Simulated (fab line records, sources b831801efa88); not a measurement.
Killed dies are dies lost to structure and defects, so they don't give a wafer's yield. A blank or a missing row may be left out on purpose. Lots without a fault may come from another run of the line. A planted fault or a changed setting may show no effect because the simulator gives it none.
Problem report in the 8D (eight disciplines) form, filled by code | flow gf180mcu | the parts of the form that need people (team, actions taken, sign-off) are left out

1. THE PROBLEM
STI_OXIDATION_02_THK at GF_STI_THK_MEAS_30 reads a mean of 13.79 nm on 6 wafers of 2 lots; wafers without a fault read 10.06 nm with a standard deviation of 0.17. That is +22 standard deviations from the usual mean.
First seen on wafer L780.1, day 4 15:41, on film_metro-04. The record holds 33 wafers of 11 lots with a number at this step. Rule for "out", or "out of limits": more than 4 standard deviations from the usual mean. The other wafers with a number count as sound.

2. WHAT IT IS AND WHAT IT IS NOT
question                    | is                     | is not
which readings at this step | STI_OXIDATION_02_THK   | -
which lots                  | L780, L782             | L770, L771, L772, L774, L775, L777, L783, L786, L792
which wafers of those lots  | all that have a number | -
read on which gauges        | film_metro-04          | film_metro-02, film_metro-03
when                        | from day 4 15:41       | up to then (18 sound wafers); but 9 sound wafers of L783, L786, L792 came after

3. SUSPECTS, AND WHAT RULES EACH OUT
Counting: a tool at a process step up to the reading stays a suspect if it ran every lot that is out and no sound lot after the first of them.
- the gauge at GF_STI_THK_MEAS_30: ruled out. All the wafers that are out were read on film_metro-04, but those of them that GF_STI_OXIDATION_29 has rows for are out there too, on other tools.
- furnace-02 at GF_STI_OXIDATION_29 (stabilise 600 s, purge 300 s, target thk 10 nm): kept. It ran every lot that is out, first L780 (day 4 14:18), and no sound lot after that; its last sound lot up to then is L777 (day 4 00:06). Its own readings are out on those wafers: spike_tc_bottom_C, spike_tc_centre_C, spike_tc_lower_C, spike_tc_top_C, spike_tc_upper_C, zone_power_lower_pct, zone_power_upper_pct.
Left after counting: furnace-02 at GF_STI_OXIDATION_29.

4. THE CAUSE (what the simulator had put in)
Process parameter drift: furnace-02, from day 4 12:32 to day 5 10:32, at GF_STI_OXIDATION_29. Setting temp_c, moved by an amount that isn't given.
Counting left only this tool.

5. THE CHAIN OF EFFECTS, in route order
Each row: a reading whose mean over the struck wafers that have a number lies more than 3 standard deviations from the usual. Only readings for which the record gives a usual standard deviation are gone through. hours: the time from each lot's start at the first step in this table that gives one to its start at this step, as a median over the lots. sigmas: the change in usual standard deviations.
hours | step                | reading              | usual    | on struck wafers | change | sigmas
0     | GF_STI_OXIDATION_29 | spike_tc_bottom_C    | 919.2 C  | 948.9            | +29.7  | +31
0     | GF_STI_OXIDATION_29 | spike_tc_centre_C    | 900.2 C  | 931.2            | +31.0  | +26
0     | GF_STI_OXIDATION_29 | spike_tc_lower_C     | 901.1 C  | 931.0            | +29.9  | +31
0     | GF_STI_OXIDATION_29 | spike_tc_top_C       | 912 C    | 938              | +26    | +5.8
0     | GF_STI_OXIDATION_29 | spike_tc_upper_C     | 901.1 C  | 930.7            | +29.6  | +25
0     | GF_STI_OXIDATION_29 | zone_power_lower_pct | 16.9 %   | 18.8             | +1.9   | +4.5
0     | GF_STI_OXIDATION_29 | zone_power_upper_pct | 20.34 %  | 21.74            | +1.40  | +6.1
1     | GF_STI_THK_MEAS_30  | STI_OXIDATION_02_THK | 10.06 nm | 13.79            | +3.73  | +22
The process steps in it:
- GF_STI_OXIDATION_29: stabilise 600 s, purge 300 s, target thk 10 nm.

6. WHAT WOULD HAVE CAUGHT IT SOONER
In this record the first reading out of limits at a measuring or inspecting step was taken at day 4 15:41, 3 hours after the fault began at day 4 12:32.
The tool's own readings at GF_STI_OXIDATION_29 were out on every struck wafer that the step has a row for (spike_tc_bottom_C, spike_tc_centre_C, spike_tc_lower_C, spike_tc_top_C, spike_tc_upper_C, zone_power_lower_pct, zone_power_upper_pct): an alarm limit on them would have fired on the first of those.
Of the lots that are out (2), L782 began GF_STI_OXIDATION_29 on furnace-02 after day 4 15:41. A hold on the tool at that time would have spared it.
